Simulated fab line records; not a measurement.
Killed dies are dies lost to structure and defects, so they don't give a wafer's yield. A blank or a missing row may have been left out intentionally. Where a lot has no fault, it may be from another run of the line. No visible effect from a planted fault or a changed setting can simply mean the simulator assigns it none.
Chamber matching :: flow gf180mcu :: cmp-02 running GF_V2_CMP_26: 4 sister chambers
The step polishes, stops on SiO2, t overpolish 15 s, target thk 0 nm. 16 wafers are shown with their chamber, then 8 later ones without.

WAFERS PAIRED WITH THEIR CHAMBERS
wafer: L975.2
chamber: 3
motor_current_A (A): 11.4
time_to_endpoint_s (s): 80
overpolish_run_s (s): 14.999

wafer: L975.4
chamber: 2
motor_current_A (A): 10.3
time_to_endpoint_s (s): 89
overpolish_run_s (s): 15.000

wafer: L975.6
chamber: 2
motor_current_A (A): 9.9
time_to_endpoint_s (s): 83
overpolish_run_s (s): 14.983

wafer: L978.1
chamber: 0
motor_current_A (A): 10.7
time_to_endpoint_s (s): 83
overpolish_run_s (s): 15.000

wafer: L978.3
chamber: 3
motor_current_A (A): 11.0
time_to_endpoint_s (s): 82
overpolish_run_s (s): 14.985

wafer: L978.4
chamber: 1
motor_current_A (A): 13.5
time_to_endpoint_s (s): 83
overpolish_run_s (s): 14.988

wafer: L980.4
chamber: 0
motor_current_A (A): 9.8
time_to_endpoint_s (s): 83
overpolish_run_s (s): 15.006

wafer: L980.5
chamber: 2
motor_current_A (A): 10.1
time_to_endpoint_s (s): 86
overpolish_run_s (s): 15.011

wafer: L980.6
chamber: 3
motor_current_A (A): 11.2
time_to_endpoint_s (s): 83
overpolish_run_s (s): 14.995

wafer: L981.2
chamber: 2
motor_current_A (A): 10.2
time_to_endpoint_s (s): 87
overpolish_run_s (s): 15.010

wafer: L981.4
chamber: 3
motor_current_A (A): 11.6
time_to_endpoint_s (s): 81
overpolish_run_s (s): 15.005

wafer: L981.5
chamber: 3
motor_current_A (A): 11.3
time_to_endpoint_s (s): 81
overpolish_run_s (s): 15.013

wafer: L982.1
chamber: 0
motor_current_A (A): 10.1
time_to_endpoint_s (s): 87
overpolish_run_s (s): 15.016

wafer: L982.4
chamber: 3
motor_current_A (A): 11.1
time_to_endpoint_s (s): 82
overpolish_run_s (s): 14.986

wafer: L982.6
chamber: 1
motor_current_A (A): 13.0
time_to_endpoint_s (s): 84
overpolish_run_s (s): 15.005

wafer: L986.4
chamber: 2
motor_current_A (A): 10.4
time_to_endpoint_s (s): 85
overpolish_run_s (s): 15.004

SIGNATURES, as means of the wafers listed above
reading: motor_current_A
chamber 0: 10.200
chamber 1: 13.250
chamber 2: 10.180
chamber 3: 11.267
scatter within a chamber: 0.278

reading: time_to_endpoint_s
chamber 0: 84.33
chamber 1: 83.50
chamber 2: 86.00
chamber 3: 81.50
scatter within a chamber: 1.75

reading: overpolish_run_s
chamber 0: 15.00733
chamber 1: 14.99650
chamber 2: 15.00160
chamber 3: 14.99717
scatter within a chamber: 0.0107
Rule: distance of a wafer from a chamber = root of the sum over the readings of ((wafer's reading minus chamber's mean) / reading's scatter) squared. The wafer belongs to the nearest chamber; if the next one is less than 2 further off, it can't be placed. The scatter is the square root of a quotient: the sum, over the shown wafers, of each reading's squared deviation from its chamber's mean, divided by wafers minus chambers.

WAFERS WHOSE CHAMBER IS MISSING
wafer: L986.5
motor_current_A (A): 9.9
time_to_endpoint_s (s): 82
overpolish_run_s (s): 15.011

wafer: L986.6
motor_current_A (A): 12.8
time_to_endpoint_s (s): 79
overpolish_run_s (s): 14.991

wafer: L988.2
motor_current_A (A): 12.8
time_to_endpoint_s (s): 82
overpolish_run_s (s): 14.991

wafer: L988.5
motor_current_A (A): 10.1
time_to_endpoint_s (s): 79
overpolish_run_s (s): 14.995

wafer: L988.6
motor_current_A (A): 13.8
time_to_endpoint_s (s): 82
overpolish_run_s (s): 15.004

wafer: L997.2
motor_current_A (A): 10.9
time_to_endpoint_s (s): 84
overpolish_run_s (s): 15.005

wafer: L997.3
motor_current_A (A): 13.4
time_to_endpoint_s (s): 83
overpolish_run_s (s): 15.006

wafer: L997.5
motor_current_A (A): 9.8
time_to_endpoint_s (s): 85
overpolish_run_s (s): 14.993

CHAMBER TAKEN BY EACH
wafer: L986.5
from the rows above: can't be placed: 0 or 2
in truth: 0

wafer: L986.6
from the rows above: 1
in truth: 1

wafer: L988.2
from the rows above: 1
in truth: 1

wafer: L988.5
from the rows above: can't be placed: 0 or 2 or 3
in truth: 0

wafer: L988.6
from the rows above: 1
in truth: 1

wafer: L997.2
from the rows above: can't be placed: 3 or 0 or 2
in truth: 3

wafer: L997.3
from the rows above: 1
in truth: 1

wafer: L997.5
from the rows above: can't be placed: 2 or 0
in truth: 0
Correctly placed: 4 of 8. These rows do not allow placing 4 (true chamber among the candidates in 4). Placed wrongly: 0.
